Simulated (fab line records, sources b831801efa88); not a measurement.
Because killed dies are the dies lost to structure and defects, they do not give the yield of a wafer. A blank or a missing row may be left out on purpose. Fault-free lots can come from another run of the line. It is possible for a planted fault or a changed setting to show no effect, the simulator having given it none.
Which of the tools did it?    flow sky130    24 lots, 72 wafers sampled, at 6 steps of a route of 708

## WHAT THE GAUGES READ, wafer by wafer
SKY_CONTACT_OVL_MEAS_15.
lot   measured      on          CONTACT_OVL (nm)
L074  day 31 10:20  overlay-02  10 2 6
L075  day 31 17:23  overlay-01  -9 -15 -2
L076  day 32 06:05  overlay-01  -2 3 -1
L077  day 32 12:29  overlay-01  -8 4 -8
L078  day 32 21:38  overlay-02  -4 -4 -6
L079  day 33 13:24  overlay-02  -1 -13 -6
L080  day 34 01:15  overlay-02  5 7 4
L081  day 34 02:18  overlay-02  -1 6 11
L082  day 34 05:07  overlay-02  0 3 4
L083  day 34 06:16  overlay-01  8 4 7
L084  day 34 12:23  overlay-01  -2 -7 -2
L085  day 34 21:56  overlay-02  3 0 -3
L086  day 35 04:47  overlay-01  -2 11 3
L087  day 35 12:10  overlay-02  9 -2 5
L088  day 35 18:29  overlay-02  0 -2 -8
L089  day 36 02:40  overlay-02  -5 2 2
L090  day 37 15:55  overlay-02  6 -5 -1
L092  day 37 17:47  overlay-02  -9 -6 -9
L091  day 37 19:01  overlay-02  1 4 3
L093  day 37 20:29  overlay-01  1 4 1
L094  day 37 21:55  overlay-01  -13 -1 -9
L095  day 38 03:08  overlay-01  4 5 9
L096  day 38 07:29  overlay-01  -1 -5 -1
L097  day 38 15:35  overlay-01  -2 6 2

SKY_PAD_OPEN_BOW_MEAS_13.
lot   measured      on             PAD_OPEN_BOW (um)
L074  day 45 16:12  film_metro-01  63 73 59
L075  day 45 21:49  film_metro-02  56 62 61
L076  day 46 05:28  film_metro-02  62 56 57
L077  day 46 11:24  film_metro-03  61 64 52
L078  day 46 17:59  film_metro-03  56 37 45
L079  day 47 08:04  film_metro-02  37 36 47
L080  day 47 13:30  film_metro-03  46 55 42
L081  day 47 15:21  film_metro-02  42 47 41
L082  day 47 18:46  film_metro-02  38 41 38
L083  day 47 20:47  film_metro-02  34 43 35
L084  day 47 22:36  film_metro-02  52 50 49
L085  day 48 06:08  film_metro-02  36 37 37
L086  day 48 11:08  film_metro-01  40 50 52
L087  day 48 14:50  film_metro-01  58 39 47
L088  day 48 21:24  film_metro-02  54 48 51
L089  day 49 01:57  film_metro-01  43 36 34
L090  day 50 03:56  film_metro-01  46 50 52
L092  day 50 04:07  film_metro-03  45 58 43
L091  day 50 05:26  film_metro-01  50 37 59
L093  day 50 06:20  film_metro-03  48 45 36
L094  day 50 07:20  film_metro-03  43 44 44
L095  day 50 14:17  film_metro-01  34 49 46
L096  day 50 15:49  film_metro-02  30 26 26
L097  day 50 19:20  film_metro-01  42 50 59

## TOOL THAT RAN EACH LOT (tool first, then ch and the chambers of the sampled wafers, then the start)
lot   SKY_METAL3_SPUTTER_00         SKY_VIA3_CMP_02                SKY_VIA3_STRIP_16                     SKY_METAL5_SPUTTER_02
L074  pvd_sputter-04, day 36 04:37  cmp-01 ch 0,1,3, day 38 11:31  plasma_asher-02 ch 0,1, day 39 12:49  pvd_sputter-03, day 42 18:46
L075  pvd_sputter-03, day 36 11:44  cmp-02 ch 0,2,3, day 38 18:09  plasma_asher-01 ch 0,1, day 39 18:38  pvd_sputter-02, day 43 00:28
L076  pvd_sputter-01, day 36 22:26  cmp-01 ch 0,1, day 39 03:43    plasma_asher-02 ch 0,1, day 40 04:56  pvd_sputter-03, day 43 08:43
L077  pvd_sputter-04, day 37 04:29  cmp-02 ch 0,1,2, day 39 09:31  plasma_asher-02 ch 0,1, day 40 11:29  pvd_sputter-01, day 43 15:46
L078  pvd_sputter-03, day 37 14:42  cmp-01 ch 0,1,3, day 39 19:20  plasma_asher-01 ch 0,1, day 40 20:31  pvd_sputter-01, day 43 22:35
L079  pvd_sputter-03, day 38 05:27  cmp-01 ch 0,1,2, day 40 09:17  plasma_asher-03 ch 0,1, day 41 10:19  pvd_sputter-01, day 44 12:41
L080  pvd_sputter-03, day 38 16:11  cmp-02 ch 0,1,3, day 40 19:37  plasma_asher-03 ch 0,1, day 41 20:43  pvd_sputter-01, day 44 21:11
L081  pvd_sputter-01, day 38 18:03  cmp-01 ch 0,1, day 40 21:47    plasma_asher-01 ch 0,1, day 41 22:25  pvd_sputter-02, day 44 23:36
L082  pvd_sputter-01, day 38 21:09  cmp-02 ch 0,1,2, day 41 00:35  plasma_asher-03 ch 0,1, day 42 01:49  pvd_sputter-02, day 45 02:55
L083  pvd_sputter-04, day 38 21:30  cmp-01 ch 1,2,3, day 41 00:51  plasma_asher-01 ch 0,1, day 42 01:52  pvd_sputter-02, day 45 03:31
L084  pvd_sputter-03, day 39 03:07  cmp-02 ch 1,2,3, day 41 06:28  plasma_asher-02 ch 0,1, day 42 06:55  pvd_sputter-01, day 45 06:00
L085  pvd_sputter-04, day 39 10:48  cmp-01 ch 2,3, day 41 15:00    plasma_asher-02 ch 0,1, day 42 14:37  pvd_sputter-01, day 45 14:02
L086  pvd_sputter-03, day 39 18:32  cmp-01 ch 0,1,2, day 41 22:08  plasma_asher-01 ch 0,1, day 42 21:40  pvd_sputter-01, day 45 19:31
L087  pvd_sputter-03, day 40 01:37  cmp-01 ch 0,2,3, day 42 03:47  plasma_asher-01 ch 0,1, day 43 02:58  pvd_sputter-02, day 46 01:16
L088  pvd_sputter-01, day 40 07:47  cmp-01 ch 0,1,2, day 42 10:31  plasma_asher-03 ch 0,1, day 43 09:28  pvd_sputter-03, day 46 08:26
L089  pvd_sputter-01, day 40 15:29  cmp-01 ch 0,3, day 42 16:19    plasma_asher-01 ch 0,1, day 43 15:34  pvd_sputter-02, day 46 13:02
L090  pvd_sputter-03, day 42 01:47  cmp-01 ch 1,2,3, day 44 01:54  plasma_asher-02 ch 0,1, day 45 01:04  pvd_sputter-02, day 47 19:14
L092  pvd_sputter-01, day 42 03:43  cmp-01 ch 0,2,3, day 44 03:26  plasma_asher-01 ch 0,1, day 45 02:08  pvd_sputter-03, day 47 19:59
L091  pvd_sputter-03, day 42 05:16  cmp-02 ch 0,1,3, day 44 04:26  plasma_asher-02 ch 0,1, day 45 02:44  pvd_sputter-01, day 47 21:34
L093  pvd_sputter-04, day 42 05:16  cmp-01 ch 0,3, day 44 04:36    plasma_asher-02 ch 0,1, day 45 03:20  pvd_sputter-03, day 47 21:49
L094  pvd_sputter-04, day 42 08:31  cmp-01 ch 1,2,3, day 44 08:04  plasma_asher-01 ch 0,1, day 45 05:49  pvd_sputter-03, day 48 00:08
L095  pvd_sputter-04, day 42 12:41  cmp-01 ch 1,3, day 44 12:34    plasma_asher-01 ch 0,1, day 45 11:35  pvd_sputter-03, day 48 06:59
L096  pvd_sputter-01, day 42 17:25  cmp-01 ch 0,2,3, day 44 16:13  plasma_asher-03 ch 0,1, day 45 14:22  pvd_sputter-03, day 48 07:40
L097  pvd_sputter-04, day 42 23:04  cmp-01 ch 0,2,3, day 44 22:39  plasma_asher-02 ch 0,1, day 45 20:19  pvd_sputter-03, day 48 13:01
- SKY_METAL3_SPUTTER_00: material Ti, target thk 15 nm, time 10 s.
- SKY_VIA3_CMP_02: polishes SiO2.
- SKY_VIA3_STRIP_16: strips in O2/N2.
- SKY_METAL5_SPUTTER_02: material AlCu, target thk 1150 nm, time 61.2 s.

## WHAT THE TOOLS THEMSELVES READ (means of the sampled wafers that have a number; where no wafer has one, the mark that the record gives instead)
SKY_METAL3_SPUTTER_00.
lot   tool            throttle_valve_pct (%)
L074  pvd_sputter-04  29.2
L075  pvd_sputter-03  29.7
L076  pvd_sputter-01  30.4
L077  pvd_sputter-04  29.5
L078  pvd_sputter-03  28.6
L079  pvd_sputter-03  29.6
L080  pvd_sputter-03  30.6
L081  pvd_sputter-01  29.9
L082  pvd_sputter-01  30.6
L083  pvd_sputter-04  29.4
L084  pvd_sputter-03  28.7
L085  pvd_sputter-04  28.7
L086  pvd_sputter-03  29.4
L087  pvd_sputter-03  29.4
L088  pvd_sputter-01  30.0
L089  pvd_sputter-01  30.0
L090  pvd_sputter-03  29.6
L092  pvd_sputter-01  30.0
L091  pvd_sputter-03  29.3
L093  pvd_sputter-04  29.5
L094  pvd_sputter-04  29.9
L095  pvd_sputter-04  29.4
L096  pvd_sputter-01  30.0
L097  pvd_sputter-04  28.7

SKY_VIA3_CMP_02.
lot   tool    motor_current_A (A)  platen_rpm (rpm)  slurry_flow_ml_min
L074  cmp-01  11.7                 59.99             149.7
L075  cmp-02  12.3                 60.02             150.0
L076  cmp-01  12.1                 60.02             149.9
L077  cmp-02  11.7                 60.07             149.6
L078  cmp-01  11.7                 60.02             149.9
L079  cmp-01  12.2                 59.98             150.1
L080  cmp-02  12.6                 60.03             150.0
L081  cmp-01  12.9                 59.99             149.9
L082  cmp-02  11.7                 59.97             150.1
L083  cmp-01  11.8                 60.00             150.0
L084  cmp-02  12.4                 59.95             149.9
L085  cmp-01  11.5                 60.03             149.8
L086  cmp-01  12.5                 60.00             150.2
L087  cmp-01  11.0                 60.04             149.8
L088  cmp-01  11.8                 60.03             150.3
L089  cmp-01  10.3                 59.98             149.9
L090  cmp-01  11.7                 60.03             150.4
L092  cmp-01  11.1                 60.04             150.3
L091  cmp-02  11.9                 60.04             150.3
L093  cmp-01  9.9                  59.97             149.7
L094  cmp-01  11.8                 60.04             149.7
L095  cmp-01  11.0                 59.95             150.1
L096  cmp-01  11.0                 60.03             150.1
L097  cmp-01  11.0                 60.01             150.3

SKY_VIA3_STRIP_16.
lot   tool             drypump_motor_current_A (A)  oes_product_au (a.u.)  strip_time_to_endpoint_s (s)
L074  plasma_asher-02  5.8                          0.399                  4.127
L075  plasma_asher-01  5.4                          0.403                  4.129
L076  plasma_asher-02  5.8                          0.396                  4.087
L077  plasma_asher-02  5.8                          0.406                  4.137
L078  plasma_asher-01  5.4                          0.402                  4.152
L079  plasma_asher-03  6.2                          0.401                  4.159
L080  plasma_asher-03  6.2                          0.402                  4.161
L081  plasma_asher-01  5.4                          0.401                  4.123
L082  plasma_asher-03  6.2                          0.401                  4.116
L083  plasma_asher-01  5.4                          0.399                  4.132
L084  plasma_asher-02  5.8                          0.400                  4.178
L085  plasma_asher-02  5.8                          0.403                  4.129
L086  plasma_asher-01  5.4                          0.398                  4.115
L087  plasma_asher-01  5.4                          0.397                  4.145
L088  plasma_asher-03  6.2                          0.406                  4.174
L089  plasma_asher-01  5.4                          0.402                  4.140
L090  plasma_asher-02  5.5                          0.402                  4.151
L092  plasma_asher-01  5.4                          0.399                  4.111
L091  plasma_asher-02  5.8                          0.405                  4.146
L093  plasma_asher-02  5.5                          0.407                  4.161
L094  plasma_asher-01  5.4                          0.398                  4.135
L095  plasma_asher-01  5.4                          0.397                  4.128
L096  plasma_asher-03  6.2                          0.403                  4.144
L097  plasma_asher-02  5.5                          0.405                  4.154

SKY_METAL5_SPUTTER_02.
lot   tool            throttle_valve_pct (%)
L074  pvd_sputter-03  29.3
L075  pvd_sputter-02  28.3
L076  pvd_sputter-03  28.6
L077  pvd_sputter-01  30.0
L078  pvd_sputter-01  29.9
L079  pvd_sputter-01  30.3
L080  pvd_sputter-01  30.0
L081  pvd_sputter-02  28.8
L082  pvd_sputter-02  29.1
L083  pvd_sputter-02  28.9
L084  pvd_sputter-01  30.2
L085  pvd_sputter-01  30.2
L086  pvd_sputter-01  30.1
L087  pvd_sputter-02  29.8
L088  pvd_sputter-03  29.6
L089  pvd_sputter-02  29.9
L090  pvd_sputter-02  29.7
L092  pvd_sputter-03  28.7
L091  pvd_sputter-01  30.0
L093  pvd_sputter-03  30.1
L094  pvd_sputter-03  29.0
L095  pvd_sputter-03  29.7
L096  pvd_sputter-03  29.6
L097  pvd_sputter-03  29.7

## THE ANSWER, worked out from the rows above alone
Rule: the lots themselves supply what counts as usual. The widest of any qualifying gaps counts: lots, ordered by their means at a reading, are off when they make up no more than a third of the lots, leave a main group of 4 or more, and stand apart from it by 3 or more times the standard deviation of that group's means. If all means in a main group match to the digits the tables above print for the reading, that group is not used. Also off: a lot with no number at a reading for which 4 or more lots have one. All remaining lots with rows at the step are treated as sound. The gauges are gone through in route order, then the tools' own readings, and for those a lot's mean is taken as printed above. At the first step where some lot is off, the reading lying furthest off is the one used; lots without a number count as furthest.
No lot is off at any reading shown: from this, nothing can be told.

## WHAT WAS PUT IN BY THE SIMULATOR
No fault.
